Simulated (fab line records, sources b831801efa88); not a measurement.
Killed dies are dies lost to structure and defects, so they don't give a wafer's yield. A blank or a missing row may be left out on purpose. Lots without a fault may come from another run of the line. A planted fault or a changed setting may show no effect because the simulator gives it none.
Which tool did it? | flow gf180mcu | 11 lots, 32 wafers sampled, at 3 steps of a route of 602

WHAT THE GAUGES READ, wafer by wafer
GF_VT_IMPLANT_OVL_MEAS_18. Usual: VT_IMPLANT_01_OVL -1.0 nm, standard deviation 1.3.
lot  | measured     | on         | VT_IMPLANT_01_OVL (nm) | flag
L813 | day 6 08:15  | overlay-01 | -1.0 -0.6 -2.4         |
L814 | day 6 13:33  | overlay-02 | 0.8 0.4 0.6            |
L815 | day 6 18:19  | overlay-01 | -0.1 -1.8 -1.4         |
L816 | day 7 02:18  | overlay-02 | -0.9 -2.5 -2.1         |
L817 | day 7 10:55  | overlay-02 | -1.3 -4.2 -1.5         |
L818 | day 7 15:41  | overlay-02 | -1.3 -0.9 -0.9         |
L826 | day 9 18:54  | overlay-02 | 2.3 -1.9 -0.5          |
L827 | day 10 00:37 | overlay-02 | -1.8 -2.2              |
L828 | day 10 07:21 | overlay-02 | 0.7 1.7 1.2            |
L829 | day 10 13:21 | overlay-02 | -0.8 -1.2 0.3          |
L836 | day 12 09:46 | overlay-02 | -0.5 -1.4 -2.0         |

WHICH TOOL RAN EACH LOT (tool, then ch and the chambers of the sampled wafers, then the start)
lot  | GF_STI_ETCH_14                  | GF_STI_STRIP_15
L813 | rie_si-01 ch 0,2,3, day 2 01:37 | plasma_asher-04 ch 0,1, day 2 01:41
L814 | rie_si-01 ch 2,3, day 2 06:46   | plasma_asher-02 ch 0, day 2 06:50
L815 | rie_si-02 ch 1,2,3, day 2 11:57 | plasma_asher-02 ch 0,1, day 2 12:03
L816 | rie_si-01 ch 1,3, day 2 16:54   | plasma_asher-02 ch 0,1, day 2 16:58
L817 | rie_si-02 ch 0,2, day 2 23:00   | plasma_asher-04 ch 0,1, day 2 23:04
L818 | rie_si-02 ch 0,1,2, day 3 03:48 | plasma_asher-01 ch 0,1, day 3 03:52
L826 | rie_si-02 ch 0,2,3, day 4 21:05 | plasma_asher-01 ch 0,1, day 4 21:10
L827 | rie_si-02 ch 0,1, day 5 02:20   | plasma_asher-01 ch 0,1, day 5 02:27
L828 | rie_si-01 ch 0,3, day 5 06:20   | plasma_asher-04 ch 0,1, day 5 06:25
L829 | rie_si-01 ch 0,2,3, day 5 12:20 | plasma_asher-01 ch 0,1, day 5 12:25
L836 | rie_si-01 ch 1,2,3, day 6 23:08 | plasma_asher-01 ch 0,1, day 6 23:15
- GF_STI_ETCH_14: etches Si in HBr/Cl2/O2, target depth 360 nm, time 102.9 s.
- GF_STI_STRIP_15: strips in O2/N2.

WHAT THE TOOLS THEMSELVES READ (means of the sampled wafers that have a number; where no wafer has one, the mark that the record gives instead)
GF_STI_ETCH_14. Usual: chamber_pressure_mTorr 14.998 mTorr, standard deviation 0.014; drypump_motor_current_A 5.8 A, standard deviation 0.45; oes_product_au 0.994 a.u., standard deviation 0.0092; throttle_valve_pct 25.660 %, standard deviation 0.011.
lot  | tool      | chamber_pressure_mTorr (mTorr) | drypump_motor_current_A (A) | oes_product_au (a.u.) | throttle_valve_pct (%) | flag
L813 | rie_si-01 | 14.998                         | 6.0                         | 0.990                 | 25.659                 |
L814 | rie_si-01 | 15.002                         | 6.0                         | 0.996                 | 25.662                 |
L815 | rie_si-02 | 14.985                         | 5.4                         | 0.995                 | 25.651                 |
L816 | rie_si-01 | 14.993                         | 6.1                         | 0.991                 | 25.658                 |
L817 | rie_si-02 | 15.006                         | 5.7                         | 0.998                 | 25.667                 |
L818 | rie_si-02 | 14.993                         | 5.8                         | 1.002                 | 25.657                 |
L826 | rie_si-02 | 15.005                         | 5.8                         | 1.061                 | 25.609                 | OFF
L827 | rie_si-02 | 14.985                         | 6.1                         | 1.101                 | 25.592                 | OFF
L828 | rie_si-01 | 14.997                         | 6.1                         | 0.989                 | 25.663                 |
L829 | rie_si-01 | 14.995                         | 6.0                         | 0.991                 | 25.671                 |
L836 | rie_si-01 | 14.984                         | 6.0                         | 0.993                 | 25.653                 |

GF_STI_STRIP_15. Usual: chamber_pressure_mTorr 1500.1 mTorr, standard deviation 1.3; drypump_motor_current_A 5.6 A, standard deviation 0.35; heater_power_w 315 W, standard deviation 36; oes_product_au 0.384 a.u., standard deviation 0.005; strip_time_to_endpoint_s 3.72 s, standard deviation 0.036.
lot  | tool            | chamber_pressure_mTorr (mTorr) | drypump_motor_current_A (A) | heater_power_w (W) | oes_product_au (a.u.) | strip_time_to_endpoint_s (s) | flag
L813 | plasma_asher-04 | 1500.9                         | 5.6                         | 294                | 0.384                 | 3.72                         |
L814 | plasma_asher-02 | 1501.2                         | 6.1                         | 327                | 0.385                 | 3.76                         |
L815 | plasma_asher-02 | 1500.5                         | 6.1                         | 349                | 0.388                 | 3.77                         |
L816 | plasma_asher-02 | 1499.5                         | 6.1                         | 349                | 0.385                 | 3.76                         |
L817 | plasma_asher-04 | 1500.5                         | 5.6                         | 287                | 0.386                 | 3.74                         |
L818 | plasma_asher-01 | 1500.3                         | 5.4                         | 297                | 0.383                 | 3.72                         |
L826 | plasma_asher-01 | 1500.3                         | 5.4                         | 286                | 0.379                 | 3.56                         | OFF
L827 | plasma_asher-01 | 1499.9                         | 5.4                         | 302                | 0.371                 | 3.53                         | OFF
L828 | plasma_asher-04 | 1500.1                         | 5.5                         | 304                | 0.384                 | 3.69                         |
L829 | plasma_asher-01 | 1499.0                         | 5.4                         | 292                | 0.385                 | 3.74                         |
L836 | plasma_asher-01 | 1500.9                         | 5.4                         | 299                | 0.386                 | 3.73                         |

THE ANSWER, worked out from the rows above alone
Rule: a lot is off if the mean of its wafers that have a number lies more than 3 standard deviations from the usual mean. A lot without any number at a reading at which 4 lots or more have one is off too. The other lots that the step has rows for count as sound. The gauges are gone through in route order, then the tools' own readings, and for those a lot's mean is taken as printed above. The first step at which some lot is off is used, and at that step the reading that is off furthest; a lot without a number counts as furthest.
Off: L826, L827, at GF_STI_ETCH_14 (oes_product_au).
A tool fits if, at that step or a process step before it, it ran every lot that is off, and no sound lot after the first of them. One fits: rie_si-02 at GF_STI_ETCH_14. Its last sound lot is L818 (day 3 03:48), its first lot that is off L826 (day 4 21:05): a fault that began between those two fits.
The tool's own readings at GF_STI_ETCH_14 bear it out: on the lots that are off they differ by more than 5 times the standard deviation of the sound lots' means. oes_product_au reads 1.081 a.u. there against 0.994 a.u. on the sound lots; throttle_valve_pct reads 25.601 % there against 25.660 % on the sound lots.

WHAT THE SIMULATOR HAD PUT IN
Process parameter drift: rie_si-02, from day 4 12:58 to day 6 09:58, at GF_STI_ETCH_14. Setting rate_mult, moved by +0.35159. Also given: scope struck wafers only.
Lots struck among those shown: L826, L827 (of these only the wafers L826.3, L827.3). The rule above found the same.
